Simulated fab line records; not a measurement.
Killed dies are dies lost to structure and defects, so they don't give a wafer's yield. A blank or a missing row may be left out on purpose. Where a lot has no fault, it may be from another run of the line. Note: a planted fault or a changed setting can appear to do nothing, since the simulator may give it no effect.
Chamber matching    flow sky130    rie-diel-01 running SKY_PAD_OPEN_ETCH_07: 4 sister chambers
The step etches the open film in CF4/O2, stops on AlCu, target depth 725 nm, time 161.1 s. 16 wafers are shown with their chamber, then 8 later ones without.

WAFERS PAIRED WITH THEIR CHAMBERS
wafer   chamber  drypump-motor-current-A (A)  oes-product-au (a.u.)  throttle-valve-pct (%)
L075.2  0        4.8                          0.971                  5.955
L075.3  3        6.3                          0.965                  5.948
L075.5  3        6.3                          0.972                  5.972
L077.3  3        6.3                          0.968                  5.970
L077.4  0        4.8                          0.979                  5.948
L077.5  0        4.8                          0.966                  5.978
L079.2  3        6.3                          0.972                  5.952
L079.4  1        5.9                          0.967                  5.966
L079.6  0        4.8                          0.970                  5.962
L081.1  1        5.9                          0.952                  5.962
L081.5  3        6.2                          0.969                  5.969
L081.6  2        4.9                          0.975                  5.966
L085.1  3        6.3                          0.971                  5.944
L085.2  2        4.9                          0.961                  5.958
L085.3  1        5.9                          0.959                  5.982
L085.4  0        4.8                          0.983                  5.966

SIGNATURES, as means of the wafers listed above
reading                  chamber 0  chamber 1  chamber 2  chamber 3  scatter within a chamber
drypump-motor-current-A  4.800      5.900      4.900      6.283      0.0264
oes-product-au           0.97380    0.95933    0.96800    0.96950    0.00608
throttle-valve-pct       5.96180    5.97000    5.96200    5.95917    0.0114
Rule: a wafer lies at a distance from a chamber equal to the root of the sum of squares, over the readings, of (its reading less the chamber's mean, divided by the reading's scatter). The wafer belongs to the nearest chamber; if the next one is less than 2 further off, it can't be placed. The scatter: take each reading less its chamber's mean, square it, sum over the shown wafers, divide by the number of wafers less the number of chambers, and take the root.

WAFERS WHOSE CHAMBER IS MISSING
wafer   drypump-motor-current-A (A)  oes-product-au (a.u.)  throttle-valve-pct (%)
L085.5  4.8                          0.971                  5.952
L085.6  5.9                          0.992                  5.974
L090.1  5.9                          0.971                  5.962
L090.2  6.3                          0.964                  5.958
L090.6  4.8                          0.979                  5.979
L096.1  4.8                          0.967                  5.954
L096.4  4.9                          0.970                  5.957
L096.6  4.8                          0.977                  5.954

EACH ONE'S CHAMBER
wafer   from the rows above  in truth
L085.5  0                    0
L085.6  1                    1
L090.1  1                    1
L090.2  3                    3
L090.6  0                    0
L096.1  0                    0
L096.4  2                    2
L096.6  0                    0
8 of 8 placed correctly. Left unplaced by these rows: 0. Placed wrongly: 0.
